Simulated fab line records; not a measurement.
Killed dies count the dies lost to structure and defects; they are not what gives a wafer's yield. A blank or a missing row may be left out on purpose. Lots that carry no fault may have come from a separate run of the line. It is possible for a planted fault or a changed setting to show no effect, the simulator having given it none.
Problem report, 8D (eight disciplines) form, completed by code | flow sky130 | the parts of the form that need people (team, actions taken, sign-off) are left out

== 1. WHAT IS WRONG ==
Mean of strip_time_to_endpoint_s at SKY_POLY_CUT_STRIP_12: 5.192 s across 2 wafers in 2 lots; on wafers with no fault it is 5.356 s (standard deviation 0.017). Measured from the usual mean, that is -9.6 standard deviations.
The step: strips in O2/N2.
First seen on wafer L959.6, day 27 13:46, on plasma_asher-04. The record has a number at this step for 36 wafers belonging to 12 lots. Rule for "out" (also "out of limits"): further than 4 standard deviations from the usual mean. The rest of the wafers with a number are treated as sound.

== 2. WHAT IT IS; WHAT IT IS NOT ==
question                    | is                               | is not
which readings at this step | strip_time_to_endpoint_s         | drypump_motor_current_A, oes_product_au
which lots                  | L959, L961                       | L955, L960, L963, L965, L966, L969, L971, L972, L973, L974
which wafers of those lots  | L959.6, L961.1                   | L959.3, L959.5, L961.3, L961.4
read on which tools         | plasma_asher-02, plasma_asher-04 | plasma_asher-03
when                        | from day 27 13:46                | up to then (5 sound wafers); but 29 sound wafers of L960, L961, L963, L965, L966, L969, L971, L972, L973, L974 came after

== 3. SUSPECTS, AND WHAT RULES EACH OUT ==
Counting: a tool at a process step up to the reading stays a suspect if it ran every lot that is out. Sound lots after the first of them don't rule it out here, since some wafers of a struck lot are sound.
- rie_diel-03 at SKY_POLY_CUT_ETCH_10 (etches BARC in N2/H2, stops on SiO2, time 45.9 s, target depth 60 nm): kept. Ran every lot that is out, first one L959 (day 27 13:39); last sound lot up to then L955 (day 25 22:10).
- In rie_diel-03 at SKY_POLY_CUT_ETCH_10, the wafers that are out were processed in chamber 1 and their sound lot-mates in chambers 0, 2, 3.
Remaining after the count: rie_diel-03 at SKY_POLY_CUT_ETCH_10.

== 4. THE CAUSE (what the simulator had put in) ==
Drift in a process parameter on rie_diel-03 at SKY_POLY_CUT_ETCH_10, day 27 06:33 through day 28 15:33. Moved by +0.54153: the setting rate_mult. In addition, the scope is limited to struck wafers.
The count eliminated every tool but this one.

== 5. SEQUENCE OF EFFECTS, ordered by route ==
Each row: a reading where the mean over the struck wafers with a number is more than 3 standard deviations away from the usual. Scope: only readings with a usual standard deviation given in the record; hours: median across lots of the time from each lot's start at the first step in this table that gives one to its start at this step; sigmas: change in usual standard deviations.
hours | step                  | reading                  | usual   | on struck wafers | change | sigmas
0     | SKY_POLY_CUT_STRIP_12 | strip_time_to_endpoint_s | 5.356 s | 5.192            | -0.163 | -9.6
Its process steps:
- SKY_POLY_CUT_STRIP_12: strips in O2/N2.

== 6. WHAT WOULD HAVE CAUGHT IT SOONER ==
7 hours passed between the start of the fault at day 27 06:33 and the first reading out of limits in this record, taken at day 27 13:46.
No tool reading at SKY_POLY_CUT_ETCH_10 that has a usual standard deviation in the record was out on any struck wafer, so an alarm limit of 4 standard deviations on those readings would not have fired.
Of the lots that are out (2), L961 began SKY_POLY_CUT_ETCH_10 on rie_diel-03 after day 27 13:46. It would have been spared by a hold on the tool at that moment.
